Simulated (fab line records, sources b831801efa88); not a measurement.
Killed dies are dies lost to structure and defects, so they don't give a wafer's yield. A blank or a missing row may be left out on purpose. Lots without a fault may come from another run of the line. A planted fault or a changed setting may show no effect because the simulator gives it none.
One fault seen from 2 desks | flow sky130 | each desk has only its own numbers; what lay behind them comes last

THE METROLOGY DESK
What the gauges read, lot by lot, whatever tool the lot ran on: means of the sampled wafers that have a number. A lot is out of limits, marked OUT, if its mean lies more than 4 standard deviations from the usual mean; the brackets give that distance.
Columns: A = VIA3_OVL at SKY_VIA3_OVL_MEAS_13, usual -4 nm; B = VIA3_W_RS at SKY_VIA3_RS_MEAS_22, usual 0.2923 ohm/sq; C = VIA3_W_THK at SKY_VIA3_THK_MEAS_23, usual 394 nm
lot  | first seen here | A  | B      | C
L436 | day 39 20:37    | 7  | 0.2889 | 402
L438 | day 40 15:16    | -3 | 0.2903 | 395
L441 | day 41 19:56    | -8 | 0.2932 | 394
L442 | day 42 15:19    | -2 | 0.2936 | 397
L451 | day 44 17:40    | -4 | 0.2932 | 394
L456 | day 45 18:29    | -7 | 0.2906 | 397
This desk's finding: nothing out of limits on any of the 6 lots.

THE TOOL OWNER'S DESK: pvd_sputter-04
The tool's own readings at SKY_METAL4_SPUTTER_00 (material Ti, target thk 15 nm, time 10 s): means of the sampled wafers that have a number, for each lot that ran on this tool. A lot is out of limits, marked OUT, if its mean lies more than 4 standard deviations from the usual mean; the brackets give that distance.
Columns: A = chamber_pressure_pa at SKY_METAL4_SPUTTER_00, usual 0.4000 Pa; B = throttle_valve_pct at SKY_METAL4_SPUTTER_00, usual 30.0 %
lot  | first seen here | A                | B
L438 | day 40 17:17    | 0.3998           | 29.2
L441 | day 41 21:19    | 0.3791 (-26) OUT | 30.7
L442 | day 42 16:42    | 0.3597 (-49) OUT | 31.7
This desk's finding: out of limits on L441, L442; first on L441, day 41 21:19 (chamber_pressure_pa at SKY_METAL4_SPUTTER_00). In limits: L438.

PUT TOGETHER
The tool owner's desk could have raised an alarm at day 41 21:19, on L441, L442.
The metrology desk saw nothing out of limits.
The metrology desk has L441, L442 on record, within its limits.
Of the lots named, all ran SKY_METAL4_SPUTTER_00 on pvd_sputter-04.

WHAT THE SIMULATOR HAD PUT IN
Process parameter drift: pvd_sputter-04, from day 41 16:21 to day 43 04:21, at SKY_METAL4_SPUTTER_00. Setting chamber_pressure_pa, moved by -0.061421, from 0.4. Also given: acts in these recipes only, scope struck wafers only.
Lots struck among those shown: L441, L442.
Hours from the fault's start to each desk's first reading out of limits: the tool owner's desk, 5.
